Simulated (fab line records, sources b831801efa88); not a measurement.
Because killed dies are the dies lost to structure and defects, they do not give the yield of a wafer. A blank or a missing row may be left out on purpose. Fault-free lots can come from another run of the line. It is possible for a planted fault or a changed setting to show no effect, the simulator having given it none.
Which tool is to blame? + flow sky130 + 30 wafers from 10 lots sampled at 5 of the route's 708 steps

WHAT THE GAUGES READ, wafer by wafer
SKY_CAPM_RS_MEAS_03: a four-point-probe measurement. Usual: CAPM_TIN_RS 6.90 ohm/sq, standard deviation 0.11.
| lot  | measured     | on            | CAPM_TIN_RS (ohm/sq) | flag |
|------|--------------|---------------|----------------------|------|
| L701 | day 36 17:01 | film_metro-01 | 6.86 7.05 7.00       |      |
| L704 | day 37 15:03 | film_metro-03 | 7.06 6.73 6.75       |      |
| L705 | day 37 18:32 | film_metro-03 | 6.92 6.85 6.91       |      |
| L706 | day 38 18:49 | film_metro-03 | 7.01 6.95 6.88       |      |
| L712 | day 39 23:35 | film_metro-03 | 6.86 6.88 6.85       |      |
| L713 | day 40 07:40 | film_metro-03 | 6.92 6.89 6.78       |      |
| L715 | day 41 02:53 | film_metro-01 | 6.74 6.95 6.75       |      |
| L717 | day 41 04:01 | film_metro-03 | 6.98 6.93 6.82       |      |
| L719 | day 42 01:59 | film_metro-04 | 6.96 6.90 7.03       |      |
| L721 | day 42 12:25 | film_metro-04 | 6.81 5.13 6.78       | OFF  |

SKY_CAPM_THK_MEAS_04: measures by xrf. Usual: CAPM_TIN_THK 198 nm, standard deviation 3.5.
| lot  | measured     | on            | CAPM_TIN_THK (nm) | flag |
|------|--------------|---------------|-------------------|------|
| L701 | day 36 17:07 | film_metro-01 | 199 194 196       |      |
| L704 | day 37 15:10 | film_metro-03 | 195 204 203       |      |
| L705 | day 37 18:40 | film_metro-03 | 199 200 199       |      |
| L706 | day 38 18:55 | film_metro-03 | 195 195 198       |      |
| L712 | day 39 23:42 | film_metro-03 | 201 199 200       |      |
| L713 | day 40 07:47 | film_metro-03 | 197 200 202       |      |
| L715 | day 41 02:59 | film_metro-01 | 202 195 201       |      |
| L717 | day 41 04:07 | film_metro-03 | 197 199 202       |      |
| L719 | day 42 02:06 | film_metro-04 | 197 199 195       |      |
| L721 | day 42 12:32 | film_metro-04 | 201 267 202       | OFF  |

EACH LOT AND THE TOOL THAT RAN IT (in order: tool; ch and the chambers of the sampled wafers; start)
| lot  | SKY_METAL2_DESCUM_17              | SKY_VIA2_CMP_24               | SKY_CAPM_SPUTTER_02          |
|------|-----------------------------------|-------------------------------|------------------------------|
| L701 | rie_metal-02 ch 0,1, day 35 11:15 | cmp-01 ch 0,1, day 36 16:21   | pvd_sputter-02, day 36 16:53 |
| L704 | rie_metal-02 ch 0,1, day 36 10:33 | cmp-02 ch 0,3, day 37 14:23   | pvd_sputter-02, day 37 14:55 |
| L705 | rie_metal-02 ch 0,1, day 36 13:41 | cmp-02 ch 0,2, day 37 17:54   | pvd_sputter-02, day 37 18:26 |
| L706 | rie_metal-02 ch 0,1, day 37 12:52 | cmp-01 ch 2,3, day 38 18:08   | pvd_sputter-04, day 38 18:40 |
| L712 | rie_metal-04 ch 0,1, day 38 19:21 | cmp-01 ch 1,2,3, day 39 23:01 | pvd_sputter-01, day 39 23:27 |
| L713 | rie_metal-02 ch 1, day 39 04:18   | cmp-01 ch 0,1,3, day 40 07:06 | pvd_sputter-04, day 40 07:32 |
| L715 | rie_metal-02 ch 0,1, day 39 23:19 | cmp-01 ch 2,3, day 41 02:13   | pvd_sputter-02, day 41 02:45 |
| L717 | rie_metal-04 ch 1, day 40 00:09   | cmp-01 ch 0,1,2, day 41 03:28 | pvd_sputter-04, day 41 03:51 |
| L719 | rie_metal-04 ch 0,1, day 40 22:32 | cmp-01 ch 0,2,3, day 42 01:29 | pvd_sputter-02, day 42 01:52 |
| L721 | rie_metal-04 ch 0,1, day 41 08:45 | cmp-02 ch 1,2, day 42 11:45   | pvd_sputter-04, day 42 12:17 |
- SKY_METAL2_DESCUM_17: chemistry O2, time 8 s.
- SKY_VIA2_CMP_24: polishes, stops on SiO2, t overpolish 20 s, target thk 0 nm.
- SKY_CAPM_SPUTTER_02: material TiN, target thk 200 nm, time 166.7 s.

WHAT THE TOOLS THEMSELVES READ (means of the sampled wafers that have a number; where no wafer has one, the mark that the record gives instead)
SKY_METAL2_DESCUM_17. Usual: drypump_motor_current_A 5.74 A, standard deviation 0.2; oes_product_au 1.014 a.u., standard deviation 0.013.
| lot  | tool         | drypump_motor_current_A (A) | oes_product_au (a.u.) | flag |
|------|--------------|-----------------------------|-----------------------|------|
| L701 | rie_metal-02 | 5.85                        | 1.018                 |      |
| L704 | rie_metal-02 | 5.71                        | 1.003                 |      |
| L705 | rie_metal-02 | 5.84                        | 1.026                 |      |
| L706 | rie_metal-02 | 5.70                        | 1.013                 |      |
| L712 | rie_metal-04 | 5.80                        | 1.015                 |      |
| L713 | rie_metal-02 | 5.56                        | 1.012                 |      |
| L715 | rie_metal-02 | 5.68                        | 1.008                 |      |
| L717 | rie_metal-04 | 5.84                        | 1.020                 |      |
| L719 | rie_metal-04 | 5.76                        | 1.015                 |      |
| L721 | rie_metal-04 | 5.77                        | 1.007                 |      |

SKY_VIA2_CMP_24. Usual: motor_current_A 11.3 A, standard deviation 1.1; overpolish_run_s 19.999 s, standard deviation 0.0089; time_to_endpoint_s 102 s, standard deviation 4.8.
| lot  | tool   | motor_current_A (A) | overpolish_run_s (s) | time_to_endpoint_s (s) | flag |
|------|--------|---------------------|----------------------|------------------------|------|
| L701 | cmp-01 | 10.2                | 20.002               | 104                    |      |
| L704 | cmp-02 | 10.2                | 20.000               | 94                     |      |
| L705 | cmp-02 | 10.7                | 19.994               | 101                    |      |
| L706 | cmp-01 | 12.8                | 19.996               | 101                    |      |
| L712 | cmp-01 | 11.9                | 19.994               | 102                    |      |
| L713 | cmp-01 | 11.2                | 20.001               | 99                     |      |
| L715 | cmp-01 | 12.5                | 20.000               | 98                     |      |
| L717 | cmp-01 | 11.1                | 19.995               | 103                    |      |
| L719 | cmp-01 | 11.4                | 20.003               | 105                    |      |
| L721 | cmp-02 | 12.0                | 20.000               | 104                    |      |

SKY_CAPM_SPUTTER_02. Usual: 29.8 % for throttle_valve_pct, sd 0.81.
| lot  | tool           | throttle_valve_pct (%) | flag |
|------|----------------|------------------------|------|
| L701 | pvd_sputter-02 | 29.8                   |      |
| L704 | pvd_sputter-02 | 29.9                   |      |
| L705 | pvd_sputter-02 | 29.4                   |      |
| L706 | pvd_sputter-04 | 30.3                   |      |
| L712 | pvd_sputter-01 | 30.4                   |      |
| L713 | pvd_sputter-04 | 30.1                   |      |
| L715 | pvd_sputter-02 | 29.8                   |      |
| L717 | pvd_sputter-04 | 29.8                   |      |
| L719 | pvd_sputter-02 | 29.3                   |      |
| L721 | pvd_sputter-04 | 30.0                   |      |

THE ANSWER, worked out from the rows above alone
Rule: lot off if the mean of its wafers having a number is beyond 3 standard deviations from the usual mean. Also off: a lot with no number at a reading for which 4 or more lots have one. The other lots that the step has rows for count as sound. After the gauges, taken in route order, come the tools' own readings; for these a lot's mean is taken, as printed above. The first step at which some lot is off is used, and at that step the reading that is off furthest; a lot without a number counts as furthest.
Off: L721, seen at SKY_CAPM_RS_MEAS_03 (CAPM_TIN_RS).
If a tool, at a process step before that reading, ran all the lots that are off and no sound lot after the first of them, it fits. Gauges at SKY_CAPM_RS_MEAS_03: tried the same way as those tools. Can't be told from this: 4 tools fit, rie_metal-04 at SKY_METAL2_DESCUM_17, cmp-02 at SKY_VIA2_CMP_24, pvd_sputter-04 at SKY_CAPM_SPUTTER_02, film_metro-04 at SKY_CAPM_RS_MEAS_03.

WHAT THE SIMULATOR PUT IN
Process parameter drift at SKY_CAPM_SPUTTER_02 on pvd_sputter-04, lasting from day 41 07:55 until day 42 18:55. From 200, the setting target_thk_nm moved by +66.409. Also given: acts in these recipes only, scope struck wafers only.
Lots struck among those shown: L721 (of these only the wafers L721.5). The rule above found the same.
